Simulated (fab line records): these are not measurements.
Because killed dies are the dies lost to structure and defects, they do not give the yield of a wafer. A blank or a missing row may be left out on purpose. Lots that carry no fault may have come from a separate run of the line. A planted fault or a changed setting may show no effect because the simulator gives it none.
fab line records -- flow gf180mcu
record lots=6, wafers=18, last-day=35
route steps=602 shown MIM@519 M5@526
lots that met no fault: taken from a fault-free run of the same line
start-h: start of the lot's first displayed wafer, in hours after the record's first day -- wait-h: hours from the lot's prior step to this one -- " the same as in the row above -- L1.1+2: a row that stands for several wafers -- - either no value or no given start -- * or withheld: withheld -- < > ~ a bound
route shown NAME@n: names a module that has steps shown in the file, with the first one's number in the route -- usual: mean/standard deviation of fault-free wafers -- same: alike in all rows -- chamber/n: place in a boat -- sites: the reading at each site -- _std_site: the values' standard deviation -- _edge_site: inner sites' mean taken away from outer sites' mean -- radius-mm: for every site, how far away it sits from the centre of the wafer -- mask NAME#n: copy n -- behind: tool/chamber where the wafer was last shaped -- hold: cause of the lot's hold/its duration in hours/its outcome -- device: which transistor (n, p or np) failed to switch -- end of line: tests run on the same wafers once the route is complete -- a step given without rows: its recipe and nothing more -- killed: the dies lost at the first sort to structure and to defects; this is not the yield of the wafer -- map: shows each die of a wafer: x if killed, . if not, _ if none is there
set.NAME: the setting that was run; set.NAME@STEP: the one run at that earlier step -- model.NAME: the simulator's own value behind a step, which no gauge read
lots at selected steps of the route; one table per step, one row per wafer
services: when a tool's chamber went out of use (start-h, in hours from the record's first day, below 0 if earlier), for how many hours, and the reason
## steps
# step GF_MIM_EXPOSE_16
# recipe mask-id=FuseTop, target-cd-nm=2000, na=0.6, source-shape=conventional, sigma-outer=0.6, dose-mj=140
# step GF_MIM_PEB_17
# recipe temp-c=withheld, time-s=*, resist=NOVOLAK
# step GF_MIM_DEVELOP_18
# recipe develop-time-s=60, dev-temp-c=24
# step GF_MIM_METAL_ETCH_19
# recipe chemistry=Cl2/BCl3, mask-material=NOVOLAK, stop-on=Si3N4, target-depth-nm=324.5, pressure-mtorr=8, icp-w=800, bias-w=140, Cl2_flow_sccm=80, bcl3-flow-sccm=40, time-s=54.1
# usual bias-w=140.0/0.4, drypump-motor-current-A=5.85/0.26, mfc-cl2-sccm=80.03/0.23, oes-product-au=0.941/0.0064, throttle-valve-pct=28.285/0.0098
lot.wafer,tool,chamber,start-h,wait-h,bias-w,drypump-motor-current-A,mfc-cl2-sccm,oes-product-au,rf-hours-counter-h,throttle-valve-pct
L240.1,rie-metal-04,0,605.44,0.1,139.5,5.89,80.40,0.926,8,28.288
L240.2,rie-metal-04,0,605.44,0.1,140.5,5.92,80.27,0.933,-,28.276
L240.5,rie-metal-04,0,605.44,0.1,139.9,5.89,80.14,0.940,-,28.294
L244.2,rie-metal-02,1,640.15,0.1,140.2,5.88,79.65,0.934,2,28.293
L244.3,rie-metal-02,1,640.15,0.1,139.7,5.90,79.92,0.944,-,28.290
L244.4,rie-metal-02,0,640.15,0.1,139.4,5.81,79.98,0.941,-,28.283
L245.1,rie-metal-02,0,649.49,0.1,139.9,5.82,80.18,0.940,5,28.293
L245.4,rie-metal-02,0,649.49,0.1,139.4,5.79,80.21,0.939,-,28.277
L245.6,rie-metal-02,0,649.49,0.1,139.8,5.82,80.29,0.939,-,28.269
L256.2,rie-metal-02,1,719.99,0.1,140.3,5.85,79.67,0.959,4,28.268
L256.3,rie-metal-02,0,719.99,0.1,139.7,5.78,79.62,0.942,-,28.287
L256.5,rie-metal-02,1,719.99,0.1,139.9,5.88,79.54,0.941,-,28.280
L260.4,rie-metal-04,1,744.26,0.1,140.3,5.68,80.04,0.947,-,28.278
L260.5,rie-metal-04,0,744.26,0.1,140.8,5.88,79.60,0.944,-,28.300
L260.6,rie-metal-04,1,744.26,0.1,139.6,5.68,80.34,0.945,-,28.287
L262.2,rie-metal-03,0,757.74,0.1,139.8,6.35,80.25,0.938,4,28.292
L262.3,rie-metal-03,1,757.74,0.1,140.0,5.54,79.68,0.943,-,28.280
L262.5,rie-metal-03,1,757.74,0.1,139.9,5.53,80.01,0.931,-,28.290
# step GF_MIM_STRIP_20
# recipe chemistry=O2/N2, power-w=1400, pressure-mtorr=1500, platen-temp-c=250, o2-flow-sccm=3000, n2-flow-sccm=300, overash-fraction=0.5
# usual drypump-motor-current-A=5.8/0.55, heater-power-w=328/28, oes-product-au=0.691/0.0052, strip-time-to-endpoint-s=11.23/0.047
lot.wafer,tool,chamber,start-h,wait-h,drypump-motor-current-A,heater-power-w,oes-product-au,rf-hours-counter-h,strip-time-to-endpoint-s
L240.1,plasma-asher-01,1,605.58,0.1,6.5,311,0.688,18,11.25
L240.2,plasma-asher-01,0,605.58,0.1,5.2,328,0.699,18,11.28
L240.5,plasma-asher-01,0,605.58,0.1,5.2,327,0.697,-,11.24
L244.2,plasma-asher-01,1,640.22,0.0,6.5,307,0.688,21,11.28
L244.3,plasma-asher-01,1,640.22,0.0,6.5,313,0.692,-,11.31
L244.4,plasma-asher-01,0,640.22,0.0,5.2,328,0.696,-,11.29
L245.1,plasma-asher-04,0,649.56,0.0,6.0,356,0.681,87,11.23
L245.4,plasma-asher-04,1,649.56,0.0,5.8,390,0.696,-,11.21
L245.6,plasma-asher-04,1,649.56,0.0,5.9,383,0.687,-,11.23
L256.2,plasma-asher-01,0,720.06,0.0,5.2,331,0.692,29,11.23
L256.3,plasma-asher-01,1,720.06,0.0,6.5,307,0.702,-,11.27
L256.5,plasma-asher-01,1,720.06,0.0,6.5,312,0.683,-,11.25
L260.4,plasma-asher-01,0,744.34,0.1,5.1,324,0.688,-,11.28
L260.5,plasma-asher-01,1,744.34,0.1,6.5,311,0.699,-,11.26
L260.6,plasma-asher-01,0,744.34,0.1,5.2,334,0.691,-,11.26
L262.2,plasma-asher-04,1,757.81,0.0,5.8,387,0.692,100,11.25
L262.3,plasma-asher-04,1,757.81,0.0,5.8,382,0.692,-,11.17
L262.5,plasma-asher-04,1,757.81,0.0,5.8,384,0.692,-,11.21
# step GF_MIM_STRIP_21
# recipe chemistry=post-etch-residue-remover, time-s=1200, temp-c=72.5
# step GF_MIM_CLEAN_22
# recipe chemistry=DIW, dry=n2-spin
# step GF_M5_DEHYDRATE_00
# recipe temp-c=200, time-s=60
# step GF_M5_HMDS_01
# recipe prime-time-s=60, prime-temp-c=120
# step GF_M5_COAT_02
# recipe resist=KrF, spin-rpm=withheld, resist-thk-nm=1000
# step GF_M5_SOFTBAKE_03
# recipe temp-c=130, time-s=60, resist=KrF
# step GF_M5_EXPOSE_04
# recipe mask-id=Metal5, target-cd-nm=280, na=0.68, source-shape=conventional, sigma-outer=0.6, dose-mj=28
# step GF_M5_PEB_05
# recipe peb-temp-c=135, peb-time-s=90, resist=KrF
# usual chill-plate-temp-C=22.99/0.11, exhaust-pa=45.3/0.82
lot.wafer,tool,chamber,start-h,wait-h,chill-plate-temp-C,exhaust-pa
L240.1,litho-track-01,0,626.79,-,23.22,45.3
L240.2,litho-track-01,0,626.79,-,23.03,44.8
L240.5,litho-track-01,0,626.79,-,23.06,43.5
L244.2,litho-track-02,-,660.54,-,-,-
L244.3,litho-track-02,-,660.54,-,-,-
L244.4,litho-track-02,-,660.54,-,-,-
L245.1,litho-track-02,-,669.76,-,-,-
L245.4,litho-track-02,-,669.76,-,-,-
L245.6,litho-track-02,-,669.76,-,-,-
L256.2,litho-track-02,0,738.29,-,23.00,45.5
L256.3,litho-track-02,0,738.29,-,22.95,45.9
L256.5,litho-track-02,0,738.29,-,23.04,44.5
L260.4,litho-track-02,0,761.91,-,23.27,45.7
L260.5,litho-track-02,0,761.91,-,23.24,45.9
L260.6,litho-track-02,0,761.91,-,23.12,45.9
L262.2,litho-track-01,0,774.52,-,22.92,46.7
L262.3,litho-track-01,0,774.52,-,22.88,44.4
L262.5,litho-track-01,0,774.52,-,22.86,44.8
# step GF_M5_DEVELOP_06
# recipe develop-time-s=60, dev-temp-c=21
## services
tool,chamber,start-h,hours,kind
rie-metal-02,1,581.64,2.3,repair
rie-metal-04,1,592.53,-,clean
rie-metal-04,1,592.53,16.3,scheduled-down
rie-metal-04,1,592.53,16.3,vent-cycle
rie-metal-02,-,605.78,2.8,pm
plasma-asher-01,-,616.97,3.4,repair
rie-metal-03,0,625.59,-,clean
rie-metal-03,0,625.59,16.4,scheduled-down
rie-metal-03,0,625.59,16.4,vent-cycle
rie-metal-04,0,625.83,3.4,repair
rie-metal-04,-,683.23,2.6,repair
litho-track-02,-,715.67,-,consumable-replace:filter
rie-metal-04,0,719.84,3.4,repair
rie-metal-04,-,728.64,2.8,pm
rie-metal-03,1,768.14,12.0,repair
## key
first-sign step=GF_M5_PEB_05, reading=tool-record, direction=missing
effect none on later readings
met-at GF_M5_PEB_05
struck-wafers L244.2,L244.3,L244.4,L245.1,L245.4,L245.6
later-rows-left-out L244.2,L244.3,L244.4,L245.1,L245.4,L245.6
sort-left-out L244.2,L244.3,L244.4,L245.1,L245.4,L245.6
fault kind=skipped-step-whole, tool=litho-track-02, chamber=-, onset-h=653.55, steps=GF_M5_PEB_05, scope=struck-lots-only
# sort-left-out: the simulated sort isn't trusted on such a fault, so these wafers' sort isn't shown, and their yield isn't known
# later-rows-left-out: the simulator's readings of these wafers behind a module that went badly wrong aren't trusted and aren't shown, but for the sort
